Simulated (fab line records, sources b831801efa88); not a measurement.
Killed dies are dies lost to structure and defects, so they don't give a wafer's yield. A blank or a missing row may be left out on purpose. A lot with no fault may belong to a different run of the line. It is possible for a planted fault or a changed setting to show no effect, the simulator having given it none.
Struck lot and sound lot, side by side    flow sky130    43 out of 708 route steps
Sound: the wafers L743.2, L743.4, L743.6. The struck wafers were L749.1, L749.5, L749.6. At the end, the cause is stated.
Each step with rows lists, per side, the tool, then ch with its chambers, then its first start. Under that, the readings that differ: sound wafers    struck wafers    difference of the means    sigmas: that difference in standard deviations of wafers without a fault.
alike: words and numbers the same on both sides, and readings whose means are apart by under 2 such deviations; not compared: readings that were withheld, readings missing a value for some wafer, numbers with overlapping values and no deviation given by the record, and bounds like >300 which may hide the same value.
A row with sigmas, a row that says differs or no value, or rows on one side alone: a step with any of these is where the two part. Numbers that have no deviation but don't overlap get no sigmas and don't part them. A reading that every wafer of one side lacks parts them only if that side has two wafers or more.

first, 5 steps without rows for these wafers: SKY_METAL3_COAT_08 (resist thk 1140 nm); SKY_METAL3_SOFTBAKE_09 (time 90 s); SKY_METAL3_EXPOSE_10 (exposes mask MM3, target cd 300 nm); SKY_METAL3_PEB_11; SKY_METAL3_DEVELOP_12 (develop time 60 s).
SKY_METAL3_CD_MEAS_13: target cd 300 nm.
  sound on cd sem-02, day 41 22:18; struck on cd sem-01, day 43 16:52
reading     sound              struck             difference  sigmas
cd nm (nm)  297.2 297.9 297.9  300.7 300.3 300.2  +2.7        +2
SKY_METAL3_OVL_MEAS_14:
  sound on overlay-01, day 41 22:25; struck on overlay-02, day 43 16:59
  alike: METAL3_OVL
SKY_METAL3_DESCUM_15: chemistry O2, time 8 s.
  sound on rie metal-03 ch 0,1, day 41 22:26; struck on rie metal-01 ch 1, day 43 17:01
  alike: drypump motor current A, oes product au
  not compared: rf hours counter h
then, 4 steps without rows for these wafers: SKY_METAL3_ETCH_16 (etches BARC in N2/H2, stops on SiO2, time 88.2 s, target depth 60 nm); SKY_METAL3_ETCH_17 (etches SiO2 in C4F8/O2/Ar, stops on TiN, time 3.9 s, target depth 15 nm); SKY_METAL3_METAL_ETCH_18 (etches the open film in Cl2/BCl3, stops on SiO2, target depth 845 nm, time 183.1 s); SKY_METAL3_STRIP_19 (strips in O2/N2).
SKY_METAL3_STRIP_20: strips in post etch residue remover, time 1200 s.
  sound on wet bench-02 ch 0, day 41 22:52; struck on wet bench-02 ch 0, day 43 17:35
then, 3 steps without rows for these wafers: SKY_METAL3_CLEAN_21 (cleans in IPA, time 180 s); SKY_METAL3_CLEAN_22 (cleans in O3/DIW); SKY_VIA3_HDPCVD_00 (deposits SiO2, target thk 1635 nm, time 272.5 s).
SKY_VIA3_THK_MEAS_01:
  sound on film metro-01, day 41 23:32; struck on film metro-01, day 43 18:19
  alike: VIA3_HDPCVD_THK
SKY_VIA3_CMP_02: polishes SiO2.
  sound on cmp-02 ch 0,1,2, day 41 23:38; struck on cmp-01 ch 0,3, day 43 18:26
  alike: edge zone pressure frac, motor current A
SKY_VIA3_BOW_MEAS_03:
  sound on film metro-01, day 41 23:55; struck on film metro-04, day 43 18:41
  alike: VIA3_BOW
then, 8 steps without rows for these wafers: SKY_VIA3_DEHYDRATE_04 (time 60 s); SKY_VIA3_HMDS_05 (prime time 60 s); SKY_VIA3_COAT_06 (resist thk 60 nm); SKY_VIA3_COAT_07 (resist thk 450 nm); SKY_VIA3_SOFTBAKE_08 (time 90 s); SKY_VIA3_EXPOSE_09 (exposes mask VIM3, target cd 200 nm); SKY_VIA3_PEB_10; SKY_VIA3_DEVELOP_11 (develop time 60 s).
SKY_VIA3_CD_MEAS_12: target cd 200 nm.
  sound on cd sem-02, day 42 23:26; struck on cd sem-01, day 44 17:47
  alike: cd nm
SKY_VIA3_OVL_MEAS_13:
  sound on overlay-02, day 42 23:32; struck on overlay-02, day 44 17:54
  alike: VIA3_OVL
SKY_VIA3_ETCH_14: etches BARC in N2/H2, stops on SiO2, time 45.9 s, target depth 60 nm.
  sound on rie diel-01 ch 0,1,2, day 42 23:34; struck on rie diel-04 ch 0,3, day 44 17:56
reading                      sound        struck       difference  sigmas
drypump motor current A (A)  6.4 5.4 6.4  4.7 4.8 5.7  -1.0        -2
  alike: oes product au, throttle valve pct
  not compared: rf hours counter h
SKY_VIA3_ETCH_15: etches SiO2 in C4F8/O2/Ar, stops on TiN, target depth 507 nm, time 81.07 s.
  sound on rie diel-01 ch 0,1,2, day 42 23:37; struck on rie diel-04 ch 0,3, day 44 17:59
  alike: oes product au
  not compared: rf hours counter h
SKY_VIA3_STRIP_16: strips in O2/N2.
  sound on plasma asher-01 ch 0,1, day 42 23:40; struck on plasma asher-01 ch 0,1, day 44 18:02
  alike: drypump motor current A, oes product au, strip time to endpoint s
  not compared: rf hours counter h
then, 5 steps without rows for these wafers: SKY_VIA3_STRIP_17 (strips in post etch residue remover, time 1200 s); SKY_VIA3_CLEAN_18 (cleans in IPA, time 180 s); SKY_VIA3_CLEAN_19 (cleans in O3/DIW); SKY_VIA3_SPUTTER_20 (material TiN, target thk 20 nm, time 80 s); SKY_VIA3_CVD_21 (deposits W, target thk 390 nm, time 117.31 s).
SKY_VIA3_RS_MEAS_22: uses a four-point probe to measure.
  sound on film metro-04, day 43 00:28; struck on film metro-02, day 44 18:49
  alike: VIA3_W_RS
SKY_VIA3_THK_MEAS_23: measures by xrf.
  sound on film metro-04, day 43 00:35; struck on film metro-02, day 44 18:56
  alike: VIA3_W_THK
then, 3 steps without rows for these wafers: SKY_VIA3_CMP_24 (polishes, stops on SiO2, t overpolish 20 s, target thk 0 nm); SKY_METAL4_SPUTTER_00 (material Ti, target thk 15 nm, time 10 s); SKY_METAL4_SPUTTER_01 (material TiN, target thk 20 nm, time 16.7 s).
-- the record jumps here: 5 days lie between the struck wafers' starts before and after (it left off in module METAL4 and takes up again in module PAD_OPEN, whose first step shown is number 708 of the route) --
SKY_PAD_OPEN_PROBE_99:
  sound on prober-01, day 48 08:41; struck on prober-01, day 50 00:32
reading                                sound               struck             difference  sigmas
defect limited yield (%)               80.9 81.3 82.7      74.2 74.2 73.2     -7.8        -4
killed_at_M0_to_M3                     40 54 45            86 98 97           +47         +7
killed dies                            94 92 85            127 127 132        +38         +4
killed open                            58 55 50            43 37 38           -15         -2
sort_bin_3_pad_short (%)               1.0 0.4 0.8         1.8 3.0 3.3        +2.0        +5
sort_bin_5_function (%)                12.2 12.4 12.0      17.5 16.7 17.5     +5.0        +3
sort n pass                            398 400 407         365 365 360        -38         -4
sort yield pct (%)                     80.9 81.3 82.7      74.2 74.2 73.2     -7.8        -4
model.etest.tester.sort n pass         398 400 407         365 365 360        -38         
model.etest.tester.sort yield pct (%)  80.89 81.3 82.72    74.19 74.19 73.17  -7.79       
model.etest.tester.sort_bin_5_pct (%)  12.2 12.4 11.99     17.48 16.67 17.48  +5.01       
model.etest.tester.sort_bin_3_pct (%)  1.016 0.4065 0.813  1.829 3.049 3.252  +1.965      
  alike: killed_at_M4_up, killed at contacts, killed at front end, killed at other, killed short, sort_bin_6_memory

## WHERE THEY PART
Last at SKY_PAD_OPEN_PROBE_99 as far as this record goes, first at SKY_METAL3_CD_MEAS_13.

WHY: the cause the simulator had injected
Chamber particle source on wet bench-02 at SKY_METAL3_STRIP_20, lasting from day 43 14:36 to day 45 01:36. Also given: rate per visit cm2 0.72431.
